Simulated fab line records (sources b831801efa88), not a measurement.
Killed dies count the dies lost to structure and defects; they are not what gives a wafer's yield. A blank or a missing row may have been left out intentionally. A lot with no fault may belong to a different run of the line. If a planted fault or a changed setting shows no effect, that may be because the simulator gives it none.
Chamber matching    flow gf180mcu    GF_V1_CVD_02 on pecvd-02 has 3 sister chambers
The step deposits SiO2 from TEOS, target thk 850 nm, time 94.851 s. 6 wafers are shown with their chamber, then 7 later ones without.

## WAFERS, EACH WITH ITS CHAMBER
wafer   chamber  heater_power_outer_w (W)  heater_power_w (W)
L161.1  2        363                       592
L161.5  1        349                       555
L162.1  1        442                       695
L162.3  2        443                       730
L165.3  0        367                       588
L165.4  0        373                       622

## WAFERS WITHOUT THEIR CHAMBER
wafer   heater_power_outer_w (W)  heater_power_w (W)
L165.5  398                       635
L167.1  436                       730
L167.4  300                       504
L167.5  449                       720
L176.1  374                       596
L176.2  368                       586
L176.5  459                       727

## WHICH CHAMBER EACH ONE RAN IN
wafer   from the rows above           in truth
L165.5  can't be placed: 1 or 2 or 0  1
L167.1  can't be placed: 2 or 1 or 0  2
L167.4  can't be placed: 0 or 1 or 2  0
L167.5  can't be placed: 2 or 1 or 0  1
L176.1  can't be placed: 0 or 1 or 2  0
L176.2  can't be placed: 0 or 1 or 2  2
L176.5  can't be placed: 2 or 1 or 0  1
Correctly placed: 0 of 7. Cannot be placed on the basis of these rows: 7; the candidates contain the true chamber in 7. Wrongly placed: 0.
How it was worked out, from the rows above alone: a wafer's distance from a chamber is the root of the sum, over the readings, of the square of ((its reading less the chamber's mean) divided by the reading's scatter). The wafer belongs to the nearest chamber; if the next one is less than 2 further off, it can't be placed. The mean given for a chamber averages the wafers shown for that chamber. The scatter: take each reading less its chamber's mean, square it, sum over the shown wafers, divide by the number of wafers less the number of chambers, and take the root.
